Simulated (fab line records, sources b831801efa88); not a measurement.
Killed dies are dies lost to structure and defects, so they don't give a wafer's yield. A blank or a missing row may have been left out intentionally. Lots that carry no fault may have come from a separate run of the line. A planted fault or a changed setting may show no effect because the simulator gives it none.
fab line records	flow gf180mcu	part 1 of 2: steps 1 to 43 of 44
record: lots: 7	wafers: 21	lastDay: 34
route steps=602 shown DNWELL@38 NWELL@42 LVPWELL@54 MVSD@66 MVPSD@78 PASSIVATION@602
lots untouched by any fault: they come from a run of this same line in which no faults occurred
startH: hours from the record's opening day to when the first of the lot's shown wafers began	waitH: hours elapsed since this lot's preceding step	" identical to the entry in the row above	L1.1+2: one row covering several wafers at once	- no value present, or no start provided	* or withheld: withheld	< > ~ a bound
route shown NAME@n: NAME is a module with steps in the file, n the number in the route of the first one	usual: the fault-free wafers' mean and standard deviation	same: alike in all rows	chamber/n: place in a boat	sites: each site's reading	_std_site: the values' standard deviation	_edge_site: outer sites' mean less inner sites'	radiusMm: how far each site lies from the wafer's centre	mask NAME#n: copy n	behind: the most recent tool/chamber to have shaped the wafer	hold: cause of the lot's hold/its duration in hours/its outcome	device: names the non-switching transistor (n, p or np)	end of line: tests run on the same wafers once the route is complete	a step with no rows: only its recipe	killed: dies lost to structure and defects at the first sort, not the wafer's yield	map: the dies of a wafer, with x for killed, . for not killed, _ for no die there
set.NAME: the setting as run; set.NAME@STEP: as run at that earlier step	model.NAME: the simulator's own value behind a step, which no gauge read
certain route steps with their lots: each step a table, each wafer a row
services: a tool's chamber out of use, with start hour (startH, from the record's first day; less than 0 if before it), hours out, and reason
== steps ==
step: GF_DNWELL_DEVELOP_06
recipe: wallAngleDeg: 90	developTimeS: 60	devTempC: 23
step: GF_DNWELL_IMPLANT_07
recipe: species: P	energyKev: 1500	doseCm2: 1e+13	tiltDeg: 0
step: GF_DNWELL_STRIP_08
recipe: chemistry: O2/N2	powerW: 1400	pressureMtorr: 1500	platenTempC: 250	o2FlowSccm: 3000	n2FlowSccm: 300	overashFraction: 0.5
usual: drypumpMotorCurrentA: 6.0/0.4	heaterPowerW: 362/32	o2FlowSccm: 2999/9.4	oesProductAu: 0.723/0.0045	stripTimeToEndpointS: 36.94/0.11
same: overashFraction: 0.5
lot.wafer	tool	chamber	startH	waitH	drypumpMotorCurrentA	heaterPowerW	o2FlowSccm	oesProductAu	rfHoursCounterH	stripTimeToEndpointS
L920.2	plasmaAsher-03	0	52.74	0.1	5.7	371	2993	0.720	39	36.76
L920.4	"	0	"	"	5.7	362	2989	0.721	-	36.76
L920.6	"	1	"	"	5.0	442	3006	0.717	-	36.74
L925.2	plasmaAsher-03	1	80.24	0.1	5.0	466	2994	0.728	42	37.15
L925.4	"	1	"	"	5.1	458	2998	0.734	-	37.06
L925.6	"	0	"	"	5.7	368	3011	0.726	-	37.13
L929.2	plasmaAsher-01	1	101.38	0.1	6.2	357	3009	0.724	48	36.79
L929.3	"	0	"	"	5.9	363	2991	0.720	-	36.93
L929.5	"	0	"	"	5.9	352	2995	0.720	-	36.90
L930.2	plasmaAsher-02	1	106.11	0.1	6.1	340	3021	0.719	30	37.07
L930.3	"	1	"	"	6.1	347	3020	0.735	-	37.05
L930.4	"	0	"	"	6.5	358	3002	0.725	-	36.97
L931.4	plasmaAsher-02	1	112.00	0.1	6.1	337	3001	0.721	-	36.98
L931.5	"	1	"	"	6.1	347	3010	0.718	-	37.06
L931.6	"	0	"	"	6.6	355	3005	0.722	-	37.01
L936.1	plasmaAsher-01	1	137.73	0.1	6.2	355	3011	0.721	52	37.18
L936.2	"	0	"	"	5.9	360	2995	0.718	52	37.03
L936.4	"	1	"	"	6.2	355	2999	0.719	-	37.02
L939.2	plasmaAsher-02	1	153.99	0.1	6.1	339	2995	0.722	34	37.03
L939.4	"	0	"	"	6.5	347	2980	0.723	-	36.96
L939.5	"	1	"	"	6.1	336	2988	0.716	-	36.94
step: GF_DNWELL_TW_MEAS_09
usual: DNWELL_TW: 1354/14
lot.wafer	tool	chamber	startH	waitH	DNWELL_TW
L920.2	filmMetro-01	-	52.85	0.1	1338
L920.4	"	-	"	"	1344
L920.6	"	-	"	"	1340
L925.2	filmMetro-01	-	80.35	0.1	1329
L925.4	"	-	"	"	1334
L925.6	"	-	"	"	1331
L929.2	filmMetro-04	-	101.49	0.1	1370
L929.3	"	-	"	"	1362
L929.5	"	-	"	"	1368
L930.2	filmMetro-03	-	106.22	0.1	1366
L930.3	"	-	"	"	1359
L930.4	"	-	"	"	1363
L931.4	filmMetro-03	-	112.09	0.1	1353
L931.5	"	-	"	"	1364
L931.6	"	-	"	"	1360
L936.1	filmMetro-03	-	137.83	0.1	1355
L936.2	"	-	"	"	1363
L936.4	"	-	"	"	1363
L939.2	filmMetro-01	-	154.10	0.1	1349
L939.4	"	-	"	"	1344
L939.5	"	-	"	"	1349
step: GF_NWELL_DEHYDRATE_00
recipe: tempC: 200	timeS: 60
step: GF_NWELL_HMDS_01
recipe: primeTimeS: 60	primeTempC: 120
step: GF_NWELL_COAT_02
recipe: spinRpm: 2000	resistThkNm: 3000
step: GF_NWELL_SOFTBAKE_03
recipe: tempC: 110	timeS: withheld
step: GF_NWELL_EXPOSE_04
recipe: maskId: Nwell	targetCdNm: 860	na: 0.6	sourceShape: conventional	sigmaOuter: 0.6	doseMj: 260
step: GF_NWELL_PEB_05
recipe: tempC: 115	timeS: withheld
step: GF_NWELL_DEVELOP_06
recipe: wallAngleDeg: 90	developTimeS: 60	devTempC: 23
step: GF_NWELL_OVL_MEAS_07
usual: NWELL_OVL: -0.1/1.5
lot.wafer	tool	chamber	startH	waitH	NWELL_OVL[nm]
L920.2	overlay-01	-	65.38	-	1.2
L920.4	"	-	"	"	1.1
L920.6	"	-	"	"	1.7
L925.2	overlay-01	-	93.63	-	-0.9
L925.4	"	-	"	"	-2.0
L925.6	"	-	"	"	-0.4
L929.2	overlay-02	-	115.83	-	-0.2
L929.3	"	-	"	"	-1.4
L929.5	"	-	"	"	-1.1
L930.2	overlay-01	-	120.78	-	-1.7
L930.3	"	-	"	"	-1.2
L930.4	"	-	"	"	-1.5
L931.4	overlay-01	-	126.70	-	-1.9
L931.5	"	-	"	"	-3.6
L931.6	"	-	"	"	-2.8
L936.1	overlay-02	-	152.97	-	-0.4
L936.2	"	-	"	"	0.0
L936.4	"	-	"	"	-0.5
L939.2	overlay-01	-	169.63	-	2.4
L939.4	"	-	"	"	2.9
L939.5	"	-	"	"	-0.6
step: GF_NWELL_IMPLANT_08
recipe: species: P	energyKev: 450	doseCm2: 1.5e+13	tiltDeg: 0
usual: beamOnS: 9.98/0.2	tiltDeg: -0.002/0.021
lot.wafer	tool	chamber	startH	waitH	beamOnS	tiltDeg
L920.2	implanter-03	0	65.44	0.0	9.93	-0.002
L920.4	"	0	"	"	9.90	0.020
L920.6	"	0	"	"	10.30	0.019
L925.2	implanter-04	0	93.69	0.0	10.34	-0.026
L925.4	"	0	"	"	10.23	0.001
L925.6	"	0	"	"	10.30	-0.007
L929.2	implanter-03	0	115.89	0.0	10.06	0.008
L929.3	"	0	"	"	9.60	-0.019
L929.5	"	0	"	"	10.12	-0.001
L930.2	implanter-03	0	120.84	0.0	9.90	-0.014
L930.3	"	0	"	"	9.91	0.016
L930.4	"	0	"	"	10.19	-0.010
L931.4	implanter-03	0	126.79	0.1	10.16	-0.004
L931.5	"	0	"	"	9.66	-0.008
L931.6	"	0	"	"	10.12	-0.044
L936.1	implanter-04	0	153.01	0.0	9.52	-0.005
L936.2	"	0	"	"	9.93	-0.027
L936.4	"	0	"	"	10.15	-0.046
L939.2	implanter-04	0	169.68	0.0	10.10	0.011
L939.4	"	0	"	"	10.22	-0.013
L939.5	"	0	"	"	10.19	0.005
step: GF_NWELL_IMPLANT_09
recipe: species: P	energyKev: 160	doseCm2: 4e+12	tiltDeg: 0
step: GF_NWELL_STRIP_10
recipe: chemistry: O2/N2	powerW: 1400	pressureMtorr: 1500	platenTempC: 250	o2FlowSccm: 3000	n2FlowSccm: 300	overashFraction: 0.5
usual: drypumpMotorCurrentA: 5.7/0.42	heaterPowerW: 367/35	o2FlowSccm: 3000/8.2	oesProductAu: 0.723/0.0048	stripTimeToEndpointS: 36.94/0.084
same: overashFraction: 0.5
lot.wafer	tool	chamber	startH	waitH	drypumpMotorCurrentA	heaterPowerW	o2FlowSccm	oesProductAu	rfHoursCounterH	stripTimeToEndpointS
L920.2	plasmaAsher-04	1	65.71	0.1	5.1	348	3004	0.724	40	36.96
L920.4	"	1	"	"	5.1	353	2982	0.722	-	36.86
L920.6	"	0	"	"	5.7	343	3010	0.724	-	36.99
L925.2	plasmaAsher-01	1	93.96	0.1	6.2	353	2997	0.720	47	36.87
L925.4	"	1	"	"	6.2	359	2989	0.731	-	36.87
L925.6	"	1	"	"	6.2	353	2997	0.727	-	36.73
L929.2	plasmaAsher-01	1	116.16	0.1	6.2	357	3012	0.722	50	36.82
L929.3	"	0	"	"	5.9	355	3001	0.727	-	36.86
L929.5	"	0	"	"	5.9	363	3016	0.728	-	36.74
L930.2	plasmaAsher-03	0	121.11	0.1	5.7	380	2992	0.721	0	36.91
L930.3	"	0	"	"	5.7	370	2994	0.720	-	36.89
L930.4	"	1	"	"	5.0	445	2995	0.723	-	36.82
L931.4	plasmaAsher-03	1	127.05	0.1	5.1	457	3011	0.723	-	37.03
L931.5	"	0	"	"	5.7	382	3007	0.727	-	36.78
L931.6	"	1	"	"	5.0	440	2991	0.718	-	36.95
L936.1	plasmaAsher-01	1	153.31	0.1	6.2	359	3006	0.723	54	36.87
L936.2	"	0	"	"	6.0	357	3004	0.715	54	36.95
L936.4	"	0	"	"	5.9	363	2998	0.716	-	36.87
L939.2	plasmaAsher-04	0	169.96	0.1	5.7	328	3003	0.716	51	37.06
L939.4	"	1	"	"	5.1	356	3007	0.719	-	36.93
L939.5	"	1	"	"	5.1	336	2997	0.729	-	36.94
step: GF_NWELL_TW_MEAS_11
usual: NWELL_TW: 1573/14
lot.wafer	tool	chamber	startH	waitH	NWELL_TW
L920.2	filmMetro-01	-	65.82	0.1	1550
L920.4	"	-	"	"	1556
L920.6	"	-	"	"	1553
L925.2	filmMetro-01	-	94.07	0.1	1558
L925.4	"	-	"	"	1554
L925.6	"	-	"	"	1560
L929.2	filmMetro-01	-	116.27	0.1	1439
L929.3	"	-	"	"	1436
L929.5	"	-	"	"	1443
L930.2	filmMetro-02	-	121.22	0.1	1451
L930.3	"	-	"	"	1438
L930.4	"	-	"	"	1437
L931.4	filmMetro-03	-	127.14	0.1	1452
L931.5	"	-	"	"	1441
L931.6	"	-	"	"	1451
L936.1	filmMetro-01	-	153.41	0.1	1566
L936.2	"	-	"	"	1572
L936.4	"	-	"	"	1561
L939.2	filmMetro-01	-	170.07	0.1	1557
L939.4	"	-	"	"	1556
L939.5	"	-	"	"	1555
step: GF_LVPWELL_DEHYDRATE_00
recipe: tempC: 200	timeS: 60
step: GF_LVPWELL_HMDS_01
recipe: primeTimeS: 60	primeTempC: 120
step: GF_LVPWELL_COAT_02
recipe: spinRpm: 2000	resistThkNm: 3000
step: GF_LVPWELL_SOFTBAKE_03
recipe: tempC: 110	timeS: withheld
step: GF_LVPWELL_EXPOSE_04
recipe: maskId: LVPWELL	targetCdNm: 600	na: 0.6	sourceShape: conventional	sigmaOuter: 0.6	doseMj: 260
step: GF_LVPWELL_PEB_05
recipe: tempC: 115	timeS: withheld
step: GF_LVPWELL_DEVELOP_06
recipe: wallAngleDeg: 90	developTimeS: 60	devTempC: 23
step: GF_LVPWELL_OVL_MEAS_07
usual: LVPWELL_OVL: -0.5/1.3
lot.wafer	tool	chamber	startH	waitH	LVPWELL_OVL[nm]
L920.2	overlay-01	-	79.10	-	-0.4
L920.4	"	-	"	"	0.2
L920.6	"	-	"	"	-0.7
L925.2	overlay-02	-	108.10	-	-2.5
L925.4	"	-	"	"	-1.7
L925.6	"	-	"	"	-1.4
L929.2	overlay-02	-	131.18	-	0.0
L929.3	"	-	"	"	-2.2
L929.5	"	-	"	"	-0.9
L930.2	overlay-01	-	136.70	-	-0.4
L930.3	"	-	"	"	1.4
L930.4	"	-	"	"	2.0
L931.4	overlay-01	-	142.09	-	-2.2
L931.5	"	-	"	"	-0.7
L931.6	"	-	"	"	0.5
L936.1	overlay-02	-	169.01	-	0.0
L936.2	"	-	"	"	1.0
L936.4	"	-	"	"	-0.4
L939.2	overlay-01	-	186.68	-	-1.4
L939.4	"	-	"	"	-1.7
L939.5	"	-	"	"	-2.5
step: GF_LVPWELL_IMPLANT_08
recipe: species: B	energyKev: 170	doseCm2: 1.5e+13	tiltDeg: 0
step: GF_LVPWELL_IMPLANT_09
recipe: species: B	energyKev: 60	doseCm2: 5e+12	tiltDeg: 0
step: GF_LVPWELL_STRIP_10
recipe: chemistry: O2/N2	powerW: 1400	pressureMtorr: 1500	platenTempC: 250	o2FlowSccm: 3000	n2FlowSccm: 300	overashFraction: 0.5
usual: drypumpMotorCurrentA: 5.6/0.5	heaterPowerW: 358/36	o2FlowSccm: 3000/8.9	oesProductAu: 0.723/0.0045	stripTimeToEndpointS: 36.89/0.086
same: overashFraction: 0.5
lot.wafer	tool	chamber	startH	waitH	drypumpMotorCurrentA	heaterPowerW	o2FlowSccm	oesProductAu	rfHoursCounterH	stripTimeToEndpointS
L920.2	plasmaAsher-04	1	79.43	0.1	5.1	339	2991	0.729	41	37.05
L920.4	"	0	"	"	5.7	337	2989	0.719	-	37.03
L920.6	"	1	"	"	5.1	344	2995	0.725	-	36.96
L925.2	plasmaAsher-03	1	108.43	0.1	5.1	456	3012	0.715	45	36.94
L925.4	"	1	"	"	5.1	454	3005	0.722	-	36.84
L925.6	"	0	"	"	5.7	362	2998	0.716	-	36.92
L929.2	plasmaAsher-04	0	131.51	0.1	5.6	329	3021	0.723	46	37.02
L929.3	"	1	"	"	5.1	343	2985	0.719	-	37.11
L929.5	"	1	"	"	5.1	342	2999	0.722	-	37.08
L930.2	plasmaAsher-03	0	137.03	0.1	5.7	386	2994	0.725	2	36.94
L930.3	"	1	"	"	5.1	429	3005	0.723	-	36.74
L930.4	"	0	"	"	5.7	370	3005	0.730	-	36.89
L931.4	plasmaAsher-04	0	142.44	0.1	5.7	331	3006	0.719	-	36.86
L931.5	"	0	"	"	5.7	340	3004	0.725	-	36.85
L931.6	"	1	"	"	5.1	349	3005	0.730	-	36.89
L936.1	plasmaAsher-02	1	169.35	0.1	6.0	342	2998	0.726	35	36.92
L936.2	"	0	"	"	6.6	338	3005	0.725	35	36.78
L936.4	"	1	"	"	6.0	346	2992	0.715	-	36.93
L939.2	plasmaAsher-03	0	187.01	0.1	5.7	379	2999	0.719	7	36.84
L939.4	"	1	"	"	5.0	458	2992	0.725	-	36.92
L939.5	"	0	"	"	5.7	390	3006	0.717	-	36.88
step: GF_LVPWELL_TW_MEAS_11
usual: LVPWELL_TW: 561/4.7
lot.wafer	tool	chamber	startH	waitH	LVPWELL_TW
L920.2	filmMetro-02	-	79.54	0.1	562
L920.4	"	-	"	"	563
L920.6	"	-	"	"	562
L925.2	filmMetro-01	-	108.54	0.1	558
L925.4	"	-	"	"	558
L925.6	"	-	"	"	559
L929.2	filmMetro-01	-	131.62	0.1	557
L929.3	"	-	"	"	557
L929.5	"	-	"	"	557
L930.2	filmMetro-03	-	137.14	0.1	563
L930.3	"	-	"	"	560
L930.4	"	-	"	"	562
L931.4	filmMetro-02	-	142.54	0.1	559
L931.5	"	-	"	"	556
L931.6	"	-	"	"	557
L936.1	filmMetro-03	-	169.45	0.1	563
L936.2	"	-	"	"	566
L936.4	"	-	"	"	564
L939.2	filmMetro-03	-	187.12	0.1	565
L939.4	"	-	"	"	566
L939.5	"	-	"	"	565
step: GF_MVSD_DEHYDRATE_00
recipe: tempC: 200	timeS: 60
step: GF_MVSD_HMDS_01
recipe: primeTimeS: 60	primeTempC: 120
step: GF_MVSD_COAT_02
recipe: spinRpm: 2000	resistThkNm: 3000
step: GF_MVSD_SOFTBAKE_03
recipe: tempC: 110	timeS: withheld
step: GF_MVSD_EXPOSE_04
recipe: maskId: MVSD	targetCdNm: 1000	na: 0.6	sourceShape: conventional	sigmaOuter: 0.6	doseMj: 260
step: GF_MVSD_PEB_05
recipe: tempC: 115	timeS: withheld
step: GF_MVSD_DEVELOP_06
recipe: wallAngleDeg: 90	developTimeS: 60	devTempC: 23
step: GF_MVSD_OVL_MEAS_07
usual: MVSD_OVL: 0.1/1.3
lot.wafer	tool	chamber	startH	waitH	MVSD_OVL[nm]
L920.2	overlay-01	-	93.32	-	-0.3
L920.4	"	-	"	"	0.0
L920.6	"	-	"	"	0.2
L925.2	overlay-01	-	123.13	-	0.9
L925.4	"	-	"	"	1.5
L925.6	"	-	"	"	1.1
L929.2	overlay-01	-	146.52	-	-0.3
L929.3	"	-	"	"	-2.5
L929.5	"	-	"	"	-0.9
L930.2	overlay-01	-	152.63	-	-0.1
L930.3	"	-	"	"	0.9
L930.4	"	-	"	"	1.8
L931.4	overlay-02	-	157.58	-	-0.7
L931.5	"	-	"	"	0.3
L931.6	"	-	"	"	-0.1
L936.1	overlay-02	-	185.46	-	-0.5
L936.2	"	-	"	"	1.2
L936.4	"	-	"	"	1.9
L939.2	overlay-01	-	203.88	-	1.2
L939.4	"	-	"	"	1.1
L939.5	"	-	"	"	1.9
step: GF_MVSD_IMPLANT_08
recipe: species: P	energyKev: 400	doseCm2: 1.6e+13	tiltDeg: 0
step: GF_MVSD_IMPLANT_09
recipe: species: P	energyKev: 100	doseCm2: 5e+12	tiltDeg: 0
step: GF_MVSD_STRIP_10
recipe: chemistry: O2/N2	powerW: 1400	pressureMtorr: 1500	platenTempC: 250	o2FlowSccm: 3000	n2FlowSccm: 300	overashFraction: 0.5
usual: drypumpMotorCurrentA: 6.0/0.42	heaterPowerW: 346/8.6	o2FlowSccm: 2999/9.3	oesProductAu: 0.722/0.0044	stripTimeToEndpointS: 36.93/0.098
same: overashFraction: 0.5
lot.wafer	tool	chamber	startH	waitH	drypumpMotorCurrentA	heaterPowerW	o2FlowSccm	oesProductAu	rfHoursCounterH	stripTimeToEndpointS
L920.2	plasmaAsher-02	1	93.65	0.1	6.1	342	3004	0.723	28	36.84
L920.4	"	0	"	"	6.5	345	2998	0.725	-	36.71
L920.6	"	0	"	"	6.5	350	2989	0.724	-	36.77
L925.2	plasmaAsher-01	1	123.46	0.1	6.2	354	2997	0.723	50	37.07
L925.4	"	1	"	"	6.2	352	2998	0.721	-	36.98
L925.6	"	1	"	"	6.2	340	3018	0.725	-	36.99
L929.2	plasmaAsher-02	1	146.85	0.1	6.1	338	2992	0.725	33	36.93
L929.3	"	0	"	"	6.4	352	2998	0.720	-	37.02
L929.5	"	0	"	"	6.5	358	3005	0.717	-	36.93
L930.2	plasmaAsher-04	0	152.96	0.1	5.7	341	2994	0.722	49	36.84
L930.3	"	1	"	"	5.1	344	2990	0.721	-	36.88
L930.4	"	0	"	"	5.7	341	2997	0.728	-	36.82
L931.4	plasmaAsher-04	1	157.93	0.1	5.1	350	3019	0.723	-	37.00
L931.5	"	0	"	"	5.7	328	2999	0.716	-	37.00
L931.6	"	1	"	"	5.1	339	3005	0.719	-	37.02
L936.1	plasmaAsher-01	1	185.80	0.1	6.2	350	2990	0.725	57	36.81
L936.2	"	0	"	"	5.9	351	3004	0.719	57	36.83
L936.4	"	0	"	"	6.0	352	2998	0.719	-	36.76
L939.2	plasmaAsher-02	1	204.21	0.1	6.1	343	3000	0.730	39	36.89
L939.4	"	1	"	"	6.1	337	2985	0.724	-	36.94
L939.5	"	0	"	"	6.5	357	2980	0.727	-	37.00
step: GF_MVSD_TW_MEAS_11
usual: MVSD_TW: 1586/14
lot.wafer	tool	chamber	startH	waitH	MVSD_TW
L920.2	filmMetro-03	-	93.76	0.1	1589
L920.4	"	-	"	"	1603
L920.6	"	-	"	"	1602
L925.2	filmMetro-02	-	123.63	0.1	1572
L925.4	"	-	"	"	1586
L925.6	"	-	"	"	1578
L929.2	filmMetro-03	-	146.96	0.1	1586
L929.3	"	-	"	"	1598
L929.5	"	-	"	"	1591
L930.2	filmMetro-02	-	153.07	0.1	1586
L930.3	"	-	"	"	1587
L930.4	"	-	"	"	1587
L931.4	filmMetro-02	-	158.03	0.1	1592
L931.5	"	-	"	"	1591
L931.6	"	-	"	"	1596
L936.1	filmMetro-03	-	185.90	0.1	1606
L936.2	"	-	"	"	1608
L936.4	"	-	"	"	1605
L939.2	filmMetro-01	-	204.32	0.1	1574
L939.4	"	-	"	"	1573
L939.5	"	-	"	"	1576
step: GF_MVPSD_DEHYDRATE_00
recipe: tempC: 200	timeS: 60
step: GF_MVPSD_HMDS_01
recipe: primeTimeS: 60	primeTempC: 120
step: GF_VT_IMPLANT_RS_MEAS_47
recipe: thkMeasGauge: four-point-probe
usual: NWELL_RS: 488.0/1.3
lot.wafer	tool	chamber	startH	waitH	NWELL_RS[ohm/sq]
L920.2	filmMetro-02	-	170.56	0.1	485.9
L920.4	"	-	"	"	485.7
L920.6	"	-	"	"	486.1
L925.2	filmMetro-01	-	204.86	0.1	486.7
L925.4	"	-	"	"	487.4
L925.6	"	-	"	"	487.1
L929.2	filmMetro-03	-	231.52	0.1	578.7
L929.3	"	-	"	"	578.9
L929.5	"	-	"	"	579.3
L930.2	filmMetro-02	-	238.67	0.1	578.0
L930.3	"	-	"	"	579.9
L930.4	"	-	"	"	578.5
L931.4	filmMetro-03	-	244.90	0.1	579.0
L931.5	"	-	"	"	580.6
L931.6	"	-	"	"	578.6
L936.1	filmMetro-03	-	277.71	0.1	487.5
L936.2	"	-	"	"	487.1
L936.4	"	-	"	"	487.7
L939.2	filmMetro-02	-	299.07	0.1	487.4
L939.4	"	-	"	"	487.1
L939.5	"	-	"	"	486.9
== key ==
firstSign: step: GF_NWELL_TW_MEAS_11	reading: NWELL_TW	direction: down	sigmas: 9.4	usual: 1573	struck: 1443
effect: step: GF_VT_IMPLANT_RS_MEAS_47	reading: NWELL_RS	direction: up	sigmas: 72	usual: 488.0	struck: 579.1
modelEffect: step: GF_PASSIVATION_PROBE_99	value: etest.nwell.lineOhmUm	without: 1164	struck: 1978
metAt GF_NWELL_IMPLANT_08
struckWafers L929.2,L929.3,L929.5,L930.2,L930.3,L930.4,L931.4,L931.5,L931.6
testerLeftOut L929,L930,L931
onsetBetween 65.44 115.89
fault: kind: processParameterDrift	tool: implanter-03	chamber: -	onsetH: 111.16	steps: GF_NWELL_IMPLANT_08	channel: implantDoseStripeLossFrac	offset: 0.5	shape: step	endH: 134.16
testerLeftOut: of these lots the tester's yield and bins aren't shown, on N5 and GAA mostly nor the transistor test; their killed dies are dies lost to structure and defects alone, not to doping, threshold or leakage, so they don't give the yield
